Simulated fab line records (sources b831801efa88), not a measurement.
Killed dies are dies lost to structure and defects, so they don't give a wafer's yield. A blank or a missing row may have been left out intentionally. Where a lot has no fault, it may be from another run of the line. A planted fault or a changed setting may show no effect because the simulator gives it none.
Matching of chambers || flow sky130 || rie diel-01 running SKY_METAL3_ETCH_17: 4 sister chambers
The step etches SiO2 in C4F8/O2/Ar, stops on TiN, time 3.9 s, target depth 15 nm. 18 wafers are shown with their chamber, then 9 later ones without.

== WAFERS, EACH WITH ITS CHAMBER ==
{"wafer": "L634.1", "chamber": 2, "oes product au (a.u.)": 0.752}
{"wafer": "L634.3", "chamber": 3, "oes product au (a.u.)": 0.738}
{"wafer": "L634.5", "chamber": 1, "oes product au (a.u.)": 0.747}
{"wafer": "L635.3", "chamber": 0, "oes product au (a.u.)": 0.749}
{"wafer": "L635.5", "chamber": 1, "oes product au (a.u.)": 0.764}
{"wafer": "L635.6", "chamber": 2, "oes product au (a.u.)": 0.754}
{"wafer": "L639.1", "chamber": 3, "oes product au (a.u.)": 0.746}
{"wafer": "L639.2", "chamber": 1, "oes product au (a.u.)": 0.748}
{"wafer": "L639.4", "chamber": 0, "oes product au (a.u.)": 0.750}
{"wafer": "L644.1", "chamber": 3, "oes product au (a.u.)": 0.750}
{"wafer": "L644.2", "chamber": 1, "oes product au (a.u.)": 0.750}
{"wafer": "L644.5", "chamber": 0, "oes product au (a.u.)": 0.760}
{"wafer": "L645.2", "chamber": 2, "oes product au (a.u.)": 0.764}
{"wafer": "L645.3", "chamber": 1, "oes product au (a.u.)": 0.767}
{"wafer": "L645.5", "chamber": 2, "oes product au (a.u.)": 0.775}
{"wafer": "L649.1", "chamber": 3, "oes product au (a.u.)": 0.756}
{"wafer": "L649.2", "chamber": 0, "oes product au (a.u.)": 0.753}
{"wafer": "L649.3", "chamber": 1, "oes product au (a.u.)": 0.768}

SIGNATURES (averages over the wafers above)
{"reading": "oes product au", "chamber 0": 0.75300, "chamber 1": 0.75733, "chamber 2": 0.76125, "chamber 3": 0.74750, "scatter within a chamber": 0.00878}
Rule: a wafer's distance from a chamber is the root of the sum, over the readings, of the square of ((its reading less the chamber's mean) divided by the reading's scatter). If the next closest chamber is less than 2 further off than the closest, the wafer can't be placed; otherwise it belongs to the closest. The scatter: the root of (the sum of the squares of (reading less its chamber's mean) over the shown wafers, divided by (wafers less chambers)).

== WAFERS MISSING THEIR CHAMBER ==
{"wafer": "L652.1", "oes product au (a.u.)": 0.743}
{"wafer": "L652.3", "oes product au (a.u.)": 0.757}
{"wafer": "L652.4", "oes product au (a.u.)": 0.757}
{"wafer": "L653.2", "oes product au (a.u.)": 0.751}
{"wafer": "L653.3", "oes product au (a.u.)": 0.761}
{"wafer": "L653.5", "oes product au (a.u.)": 0.751}
{"wafer": "L655.1", "oes product au (a.u.)": 0.760}
{"wafer": "L655.5", "oes product au (a.u.)": 0.779}
{"wafer": "L655.6", "oes product au (a.u.)": 0.766}

== CHAMBER TAKEN BY EACH ==
{"wafer": "L652.1", "from the rows above": "can't be placed: 3 or 0 or 1 or 2", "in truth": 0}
{"wafer": "L652.3", "from the rows above": "can't be placed: 1 or 0 or 2 or 3", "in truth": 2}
{"wafer": "L652.4", "from the rows above": "can't be placed: 1 or 0 or 2 or 3", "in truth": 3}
{"wafer": "L653.2", "from the rows above": "can't be placed: 0 or 3 or 1 or 2", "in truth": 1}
{"wafer": "L653.3", "from the rows above": "can't be placed: 2 or 1 or 0 or 3", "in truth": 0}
{"wafer": "L653.5", "from the rows above": "can't be placed: 0 or 3 or 1 or 2", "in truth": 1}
{"wafer": "L655.1", "from the rows above": "can't be placed: 2 or 1 or 0 or 3", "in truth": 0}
{"wafer": "L655.5", "from the rows above": "can't be placed: 2 or 1 or 0 or 3", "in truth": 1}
{"wafer": "L655.6", "from the rows above": "can't be placed: 2 or 1 or 0 or 3", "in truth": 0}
Correct placement for 0 of the 9. These rows do not allow placing 9 (true chamber among the candidates in 9). Wrongly placed: 0.
